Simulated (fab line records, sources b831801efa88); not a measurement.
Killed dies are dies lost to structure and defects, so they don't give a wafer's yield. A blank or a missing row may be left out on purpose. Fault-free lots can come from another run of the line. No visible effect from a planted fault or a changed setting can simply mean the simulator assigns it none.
Which tool did it? + flow sky130 + 36 wafers from 12 lots sampled at 5 of the route's 708 steps

== WHAT THE GAUGES READ, wafer by wafer ==
SKY_PWDE_OVL_MEAS_07. Usual: PWDE_OVL gives -0.6 nm (standard deviation 1.3).
| lot  | measured    | on         | PWDE_OVL (nm)  | flag |
|------|-------------|------------|----------------|------|
| L857 | day 4 02:50 | overlay-01 | -1.1 -0.2 -1.6 |      |
| L858 | day 4 05:47 | overlay-01 | -0.2 0.5 -3.9  |      |
| L860 | day 4 16:46 | overlay-02 | -2.8 -1.8 -2.4 |      |
| L861 | day 4 23:50 | overlay-02 | 0.1 1.2 -1.0   |      |
| L862 | day 5 04:47 | overlay-01 | -1.2 -1.2 -1.2 |      |
| L863 | day 5 13:02 | overlay-01 | -0.8 1.0 0.9   |      |
| L864 | day 5 16:49 | overlay-01 | -1.6 -1.5 -1.5 |      |
| L866 | day 6 00:49 | overlay-01 | -1.2 -0.7 -0.5 |      |
| L867 | day 6 10:46 | overlay-02 | -0.4 -0.7 -0.1 |      |
| L869 | day 6 19:54 | overlay-02 | -1.2 -2.0 -1.4 |      |
| L878 | day 9 02:14 | overlay-02 | -1.3 -1.2 1.3  |      |
| L879 | day 9 05:08 | overlay-01 | -0.2 0.2 1.4   |      |

SKY_VT_ADJUST_LVTN_TW_MEAS_21. Usual: VT_ADJUST_LVTN_2_TW gives 187.8 (standard deviation 1.5).
| lot  | measured     | on            | VT_ADJUST_LVTN_2_TW | flag |
|------|--------------|---------------|---------------------|------|
| L857 | day 8 00:16  | film metro-04 | 189.1 189.4 189.1   |      |
| L858 | day 8 04:27  | film metro-02 | 187.6 188.3 187.6   |      |
| L860 | day 8 17:38  | film metro-04 | 189.6 189.2 189.7   |      |
| L861 | day 9 02:49  | film metro-04 | 189.2 189.9 189.6   |      |
| L862 | day 9 09:38  | film metro-03 | 187.5 186.0 187.9   |      |
| L863 | day 9 19:22  | film metro-02 | 188.3 187.5 188.1   |      |
| L864 | day 10 00:26 | film metro-04 | 189.5 189.4 190.2   |      |
| L866 | day 10 09:04 | film metro-02 | 189.2 188.9 189.0   |      |
| L867 | day 10 21:52 | film metro-03 | 185.3 186.6 185.1   |      |
| L869 | day 11 09:41 | film metro-03 | 186.7 186.3 187.0   |      |
| L878 | day 14 03:08 | film metro-03 | 185.5 185.4 184.4   |      |
| L879 | day 14 04:25 | film metro-02 | 188.4 186.7 188.3   |      |

SKY_POLY_GATE_THK_MEAS_21. Usual: POLY_GATE_OXIDATION_THK gives 4.04 nm (standard deviation 0.069).
| lot  | measured     | on            | POLY_GATE_OXIDATION_THK (nm) | flag |
|------|--------------|---------------|------------------------------|------|
| L857 | day 16 15:04 | film metro-02 | 3.88 3.97 3.98               |      |
| L858 | day 16 22:41 | film metro-04 | 3.97 4.05 4.00               |      |
| L860 | day 17 18:43 | film metro-04 | 4.00 4.18 4.15               |      |
| L861 | day 18 07:35 | film metro-01 | 4.03 4.04 4.03               |      |
| L862 | day 19 16:08 | film metro-01 | 4.05 4.04 4.11               |      |
| L863 | day 19 16:08 | film metro-04 | 4.05 3.99 4.04               |      |
| L864 | day 19 16:07 | film metro-02 | 3.96 3.90 3.93               |      |
| L866 | day 20 10:04 | film metro-01 | 3.93 4.04 4.04               |      |
| L867 | day 20 18:45 | film metro-04 | 4.00 4.01 4.00               |      |
| L869 | day 21 06:01 | film metro-01 | 4.07 4.04 4.02               |      |
| L878 | day 24 10:08 | film metro-01 | 4.07 4.07 4.12               |      |
| L879 | day 24 13:26 | film metro-04 | 3.92 4.01 3.93               |      |

== TOOL THAT RAN EACH LOT (tool first, then ch and the chambers of the sampled wafers, then the start) ==
| lot  | SKY_POLY_GATE_ETCH_15              | SKY_POLY_GATE_STRIP_18               |
|------|------------------------------------|--------------------------------------|
| L857 | rie diel-03 ch 1,2,3, day 16 13:14 | plasma asher-01 ch 0,1, day 16 13:29 |
| L858 | rie diel-04 ch 1,2,3, day 16 19:11 | plasma asher-03 ch 0,1, day 16 19:25 |
| L860 | rie diel-04 ch 0,2, day 17 15:16   | plasma asher-03 ch 0,1, day 17 15:35 |
| L861 | rie diel-03 ch 1,2,3, day 18 03:23 | plasma asher-01 ch 0,1, day 18 03:37 |
| L862 | rie diel-04 ch 0,2,3, day 19 12:29 | plasma asher-03 ch 0,1, day 19 12:46 |
| L863 | rie diel-01 ch 0,3, day 19 12:44   | plasma asher-01 ch 0,1, day 19 12:58 |
| L864 | rie diel-03 ch 0,1,3, day 19 12:50 | plasma asher-03 ch 1, day 19 13:05   |
| L866 | rie diel-03 ch 1,2,3, day 20 01:29 | plasma asher-01 ch 0,1, day 20 01:43 |
| L867 | rie diel-01 ch 0,1,3, day 20 13:35 | plasma asher-01 ch 0,1, day 20 13:50 |
| L869 | rie diel-01 ch 0,1,3, day 21 02:59 | plasma asher-01 ch 0,1, day 21 03:13 |
| L878 | rie diel-03 ch 2,3, day 24 08:29   | plasma asher-04 ch 1, day 24 08:43   |
| L879 | rie diel-04 ch 0,1,2, day 24 10:53 | plasma asher-01 ch 0,1, day 24 11:08 |
- SKY_POLY_GATE_ETCH_15: etches BARC in N2/H2, stops on SiO2, time 118.5 s, target depth 110 nm.
- SKY_POLY_GATE_STRIP_18: strips in O2/N2.

== WHAT THE TOOLS THEMSELVES READ (means of the sampled wafers that have a number; where no wafer has one, the mark that the record gives instead) ==
SKY_POLY_GATE_ETCH_15. Usual: drypump motor current A 5.9 A, standard deviation 0.43; oes product au 0.717 a.u., standard deviation 0.0045; throttle valve pct 13.213 %, standard deviation 0.0084.
| lot  | tool        | drypump motor current A (A) | oes product au (a.u.) | throttle valve pct (%) | flag |
|------|-------------|-----------------------------|-----------------------|------------------------|------|
| L857 | rie diel-03 | 5.8                         | 0.715                 | 13.214                 |      |
| L858 | rie diel-04 | 5.9                         | 0.719                 | 13.213                 |      |
| L860 | rie diel-04 | 5.8                         | 0.721                 | 13.213                 |      |
| L861 | rie diel-03 | 5.8                         | 0.719                 | 13.209                 |      |
| L862 | rie diel-04 | 5.9                         | 0.722                 | 13.216                 |      |
| L863 | rie diel-01 | 6.3                         | 0.718                 | 13.209                 |      |
| L864 | rie diel-03 | 5.5                         | 0.720                 | 13.214                 |      |
| L866 | rie diel-03 | 5.8                         | 0.716                 | 13.220                 |      |
| L867 | rie diel-01 | 5.9                         | 0.717                 | 13.209                 |      |
| L869 | rie diel-01 | 6.0                         | 0.716                 | 13.219                 |      |
| L878 | rie diel-03 | 6.3                         | 0.718                 | 13.217                 |      |
| L879 | rie diel-04 | 5.9                         | 0.717                 | 13.209                 |      |

SKY_POLY_GATE_STRIP_18. Usual: drypump motor current A 5.61 A, standard deviation 0.26; oes product au 0.361 a.u., standard deviation 0.0044; strip time to endpoint s 3.180 s, standard deviation 0.029.
| lot  | tool            | drypump motor current A (A) | oes product au (a.u.) | strip time to endpoint s (s) | flag |
|------|-----------------|-----------------------------|-----------------------|------------------------------|------|
| L857 | plasma asher-01 | 5.41                        | 0.359                 | 3.174                        |      |
| L858 | plasma asher-03 | 5.57                        | 0.360                 | 3.181                        |      |
| L860 | plasma asher-03 | 5.65                        | 0.360                 | 3.220                        |      |
| L861 | plasma asher-01 | 5.37                        | 0.359                 | 3.161                        |      |
| L862 | plasma asher-03 | 5.53                        | 0.359                 | 3.187                        |      |
| L863 | plasma asher-01 | 5.39                        | 0.361                 | 3.173                        |      |
| L864 | plasma asher-03 | 5.50                        | 0.360                 | 3.158                        |      |
| L866 | plasma asher-01 | 5.40                        | 0.364                 | 3.185                        |      |
| L867 | plasma asher-01 | 5.47                        | 0.359                 | 3.170                        |      |
| L869 | plasma asher-01 | 5.37                        | 0.360                 | 3.143                        |      |
| L878 | plasma asher-04 | 6.19                        | 0.368                 | 3.296                        | OFF  |
| L879 | plasma asher-01 | 5.45                        | 0.356                 | 3.159                        |      |

== THE ANSWER, worked out from the rows above alone ==
Rule: take the mean of a lot's wafers that have a number; if it is more than 3 standard deviations from the usual mean, the lot is off. A lot without any number at a reading at which 4 lots or more have one is off too. The other lots that the step has rows for count as sound. First the gauges in route order, then the tools' own readings, where a lot's mean is used as printed above. The first step at which some lot is off is used, and at that step the reading that is off furthest; a lot without a number counts as furthest.
Off: L878 (SKY_POLY_GATE_STRIP_18, strip time to endpoint s).
A tool fits if, at that step or a process step before it, it ran every lot that is off, and no sound lot after the first of them. Undecided on this evidence; 2 tools fit (rie diel-03 at SKY_POLY_GATE_ETCH_15, plasma asher-04 at SKY_POLY_GATE_STRIP_18).

== WHAT WAS PUT IN BY THE SIMULATOR ==
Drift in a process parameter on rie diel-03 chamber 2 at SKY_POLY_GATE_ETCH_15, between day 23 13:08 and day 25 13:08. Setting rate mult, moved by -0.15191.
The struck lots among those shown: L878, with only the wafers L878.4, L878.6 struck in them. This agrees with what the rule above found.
